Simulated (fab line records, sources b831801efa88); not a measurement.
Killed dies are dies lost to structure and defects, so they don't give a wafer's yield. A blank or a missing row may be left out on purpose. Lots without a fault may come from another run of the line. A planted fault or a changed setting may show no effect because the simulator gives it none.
Which tool did it? | flow gf180mcu | 14 lots, 42 wafers sampled, at 2 steps of a route of 602

WHAT THE GAUGES READ, wafer by wafer
GF_V1_RS_MEAS_24: measures by four-point-probe. Usual: V1_W_RS 0.328 ohm/sq, standard deviation 0.0036.
lot  | measured     | on            | V1_W_RS (ohm/sq)  | flag
L148 | day 19 06:05 | film_metro-01 | 0.331 0.325 0.322 |
L149 | day 19 08:41 | film_metro-02 | 0.334 0.335 0.335 |
L150 | day 20 01:55 | film_metro-01 | 0.330 0.326 0.329 |
L151 | day 20 05:42 | film_metro-03 | 0.330 0.331 0.334 |
L152 | day 20 17:55 | film_metro-02 | 0.326 0.327 0.326 |
L153 | day 21 01:39 | film_metro-02 | 0.325 0.327 0.328 |
L154 | day 21 07:59 | film_metro-02 | 0.323 0.330 0.326 |
L158 | day 22 17:20 | film_metro-03 | 0.328 0.326 0.327 |
L159 | day 23 01:27 | film_metro-01 | 0.326 0.326 0.323 |
L160 | day 23 10:50 | film_metro-02 | 0.326 0.326 0.323 |
L165 | day 25 03:16 | film_metro-01 | 0.324 0.322 0.325 |
L166 | day 25 06:31 | film_metro-01 | 0.325 0.327 0.325 |
L167 | day 25 13:43 | film_metro-03 | 0.325 0.328 0.325 |
L169 | day 26 10:26 | film_metro-03 | 0.325 0.323 0.324 |

WHICH TOOL RAN EACH LOT (tool, then ch and the chambers of the sampled wafers, then the start)
lot  | GF_HV_LDD_IMPLANT_36
L148 | implanter-02 ch 0, day 12 10:20
L149 | implanter-02 ch 0, day 12 14:32
L150 | implanter-02 ch 0, day 13 01:05
L151 | implanter-02 ch 0, day 13 05:41
L152 | implanter-03 ch 0, day 13 17:37
L153 | implanter-02 ch 0, day 13 22:17
L154 | implanter-03 ch 0, day 14 04:56
L158 | implanter-02 ch 0, day 15 11:05
L159 | implanter-02 ch 0, day 15 18:37
L160 | implanter-02 ch 0, day 16 04:08
L165 | implanter-03 ch 0, day 17 19:55
L166 | implanter-04 ch 0, day 18 00:29
L167 | implanter-04 ch 0, day 18 09:04
L169 | implanter-03 ch 0, day 19 08:52
- GF_HV_LDD_IMPLANT_36

WHAT THE TOOLS THEMSELVES READ (means of the sampled wafers that have a number; where no wafer has one, the mark that the record gives instead)
GF_HV_LDD_IMPLANT_36. Usual: beam_energy_keV 60.004, standard deviation 0.019; rotation_deg 270.00 degrees, standard deviation 0.047.
lot  | tool         | beam_energy_keV | rotation_deg (degrees) | flag
L148 | implanter-02 | 60.014          | 270.02                 |
L149 | implanter-02 | 60.023          | 269.98                 |
L150 | implanter-02 | 60.006          | 270.00                 |
L151 | implanter-02 | 60.003          | 270.02                 |
L152 | implanter-03 | 59.986          | 270.00                 |
L153 | implanter-02 | 60.006          | 269.98                 |
L154 | implanter-03 | 59.994          | 270.03                 |
L158 | implanter-02 | 59.987          | 324.74                 | OFF
L159 | implanter-02 | 60.001          | 324.76                 | OFF
L160 | implanter-02 | 59.999          | 324.73                 | OFF
L165 | implanter-03 | 60.003          | 269.99                 |
L166 | implanter-04 | 60.024          | 270.02                 |
L167 | implanter-04 | 60.012          | 269.98                 |
L169 | implanter-03 | 59.983          | 270.03                 |

THE ANSWER, worked out from the rows above alone
Rule: a lot is off if the mean of its wafers that have a number lies more than 3 standard deviations from the usual mean. A lot without any number at a reading at which 4 lots or more have one is off too. The other lots that the step has rows for count as sound. The gauges are gone through in route order, then the tools' own readings, and for those a lot's mean is taken as printed above. The first step at which some lot is off is used, and at that step the reading that is off furthest; a lot without a number counts as furthest.
Off: L158, L159, L160, at GF_HV_LDD_IMPLANT_36 (rotation_deg).
A tool fits if, at that step or a process step before it, it ran every lot that is off, and no sound lot after the first of them. One fits: implanter-02 at GF_HV_LDD_IMPLANT_36. Its last sound lot is L153 (day 13 22:17), its first lot that is off L158 (day 15 11:05): a fault that began between those two fits.
The tool's own readings at GF_HV_LDD_IMPLANT_36 bear it out: on the lots that are off they differ by more than 5 times the standard deviation of the sound lots' means. rotation_deg reads 324.74 degrees there against 270.00 degrees on the sound lots.

WHAT THE SIMULATOR HAD PUT IN
Process parameter drift: implanter-02, from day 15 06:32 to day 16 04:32, at GF_HV_LDD_IMPLANT_36. Setting rotation_deg, moved by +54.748, from 270. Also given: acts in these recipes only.
Lots struck among those shown: L158, L159, L160. The rule above found the same.
